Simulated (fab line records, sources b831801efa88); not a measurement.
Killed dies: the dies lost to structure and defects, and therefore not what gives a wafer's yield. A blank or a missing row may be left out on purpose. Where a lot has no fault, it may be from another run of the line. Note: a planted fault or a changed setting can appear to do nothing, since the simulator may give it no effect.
Matching of chambers | flow sfq line | 4 sister chambers for SFQ_TRILAYER_I0_CMP_CMP_028 on cmp-01
The step polishes SiO2. 14 wafers are shown with their chamber, then 7 later ones without.

WAFERS WITH THEIR CHAMBER
wafer  | chamber | motor current A (A) | time to endpoint s (s)
L406.4 | 2       | 11.3                | 225
L406.1 | 0       | 10.8                | 217
L406.3 | 1       | 10.6                | 216
L414.2 | 2       | 11.6                | 206
L414.3 | 3       | 8.6                 | 211
L414.4 | 0       | 11.2                | 210
L421.3 | 2       | 11.0                | 204
L421.4 | 1       | 10.7                | 216
L421.5 | 1       | 11.1                | 222
L422.4 | 0       | 10.6                | 212
L422.5 | 3       | 8.7                 | 212
L422.6 | 0       | 11.6                | 208
L423.2 | 2       | 11.3                | 199
L423.3 | 1       | 10.9                | 212

SIGNATURES, as means of the wafers listed above
reading            | chamber 0 | chamber 1 | chamber 2 | chamber 3 | scatter within a chamber
motor current A    | 11.050    | 10.825    | 11.300    | 8.650     | 0.304
time to endpoint s | 211.75    | 216.50    | 208.50    | 211.50    | 6.97
Rule: for each reading, subtract the chamber's mean from the wafer's reading, divide by that reading's scatter and square the result; add these up over the readings and take the root, which gives the wafer's distance from the chamber. The wafer belongs to the nearest chamber; if the next one is less than 2 further off, it can't be placed. The scatter: the root of (the sum of the squares of (reading less its chamber's mean) over the shown wafers, divided by (wafers less chambers)).

WAFERS WITHOUT THEIR CHAMBER
wafer  | motor current A (A) | time to endpoint s (s)
L423.4 | 8.7                 | 212
L425.2 | 8.9                 | 216
L425.4 | 11.1                | 210
L425.5 | 10.7                | 223
L427.1 | 8.3                 | 209
L427.3 | 10.8                | 208
L427.6 | 11.1                | 216

THE CHAMBER EACH PASSED THROUGH
wafer  | from the rows above          | in truth
L423.4 | 3                            | 3
L425.2 | 3                            | 3
L425.4 | can't be placed: 0 or 2 or 1 | 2
L425.5 | can't be placed: 1 or 0 or 2 | 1
L427.1 | 3                            | 3
L427.3 | can't be placed: 0 or 1 or 2 | 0
L427.6 | can't be placed: 0 or 1 or 2 | 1
Placed correctly: 3 of 7. Can't be placed from these rows: 4 (the true chamber is among the candidates in 4). Wrongly placed: 0.
